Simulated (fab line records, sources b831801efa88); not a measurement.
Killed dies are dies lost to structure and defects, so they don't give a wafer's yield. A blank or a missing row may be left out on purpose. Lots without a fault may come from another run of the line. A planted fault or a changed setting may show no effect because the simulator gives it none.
Chamber matching | flow sky130 | 4 sister chambers for SKY_POLY_CUT_ETCH_10 on rie diel-01
The step etches BARC in N2/H2, stops on SiO2, time 45.9 s, target depth 60 nm. 16 wafers are shown with their chamber, then 7 later ones without.

EACH WAFER AND ITS CHAMBER
wafer  | chamber | drypump motor current A (A) | throttle valve pct (%) | oes product au (a.u.)
L752.2 | 2       | 6.23                        | 13.209                 | 0.850
L752.3 | 0       | 5.82                        | 13.217                 | 0.861
L752.4 | 1       | 5.58                        | 13.212                 | 0.860
L751.2 | 3       | 5.41                        | 13.211                 | 0.857
L751.3 | 2       | 6.23                        | 13.238                 | 0.857
L751.5 | 0       | 5.84                        | 13.221                 | 0.852
L758.4 | 3       | 5.41                        | 13.222                 | 0.848
L758.5 | 1       | 5.57                        | 13.205                 | 0.850
L760.2 | 1       | 5.56                        | 13.239                 | 0.861
L760.3 | 0       | 5.83                        | 13.230                 | 0.849
L760.5 | 1       | 5.58                        | 13.234                 | 0.845
L768.3 | 1       | 5.55                        | 13.222                 | 0.863
L768.4 | 0       | 5.85                        | 13.235                 | 0.861
L768.5 | 2       | 6.24                        | 13.234                 | 0.863
L769.1 | 0       | 5.84                        | 13.229                 | 0.863
L769.2 | 2       | 6.23                        | 13.236                 | 0.853

SIGNATURES (averages over the wafers above)
reading                 | chamber 0 | chamber 1 | chamber 2 | chamber 3 | scatter within a chamber
drypump motor current A | 5.8360    | 5.5680    | 6.2325    | 5.4100    | 0.0103
throttle valve pct      | 13.22640  | 13.22240  | 13.22925  | 13.21650  | 0.0117
oes product au          | 0.85720   | 0.85580   | 0.85575   | 0.85250   | 0.0067
Rule: for each reading, subtract the chamber's mean from the wafer's reading, divide by that reading's scatter and square the result; add these up over the readings and take the root, which gives the wafer's distance from the chamber. The wafer belongs to the nearest chamber; if the next one is less than 2 further off, it can't be placed. The scatter: take each reading less its chamber's mean, square it, sum over the shown wafers, divide by the number of wafers less the number of chambers, and take the root.

WAFERS WHOSE CHAMBER IS MISSING
wafer  | drypump motor current A (A) | throttle valve pct (%) | oes product au (a.u.)
L769.4 | 6.23                        | 13.209                 | 0.852
L771.1 | 5.41                        | 13.231                 | 0.858
L771.3 | 5.82                        | 13.246                 | 0.856
L771.5 | 5.39                        | 13.223                 | 0.855
L772.2 | 5.82                        | 13.216                 | 0.855
L772.3 | 5.43                        | 13.229                 | 0.855
L772.4 | 6.26                        | 13.243                 | 0.856

THE CHAMBER EACH PASSED THROUGH
wafer  | from the rows above | in truth
L769.4 | 2                   | 2
L771.1 | 3                   | 3
L771.3 | 0                   | 0
L771.5 | 3                   | 3
L772.2 | 0                   | 0
L772.3 | 3                   | 3
L772.4 | 2                   | 2
Placed correctly: 7 of 7. Can't be placed from these rows: 0. Wrongly placed: 0.
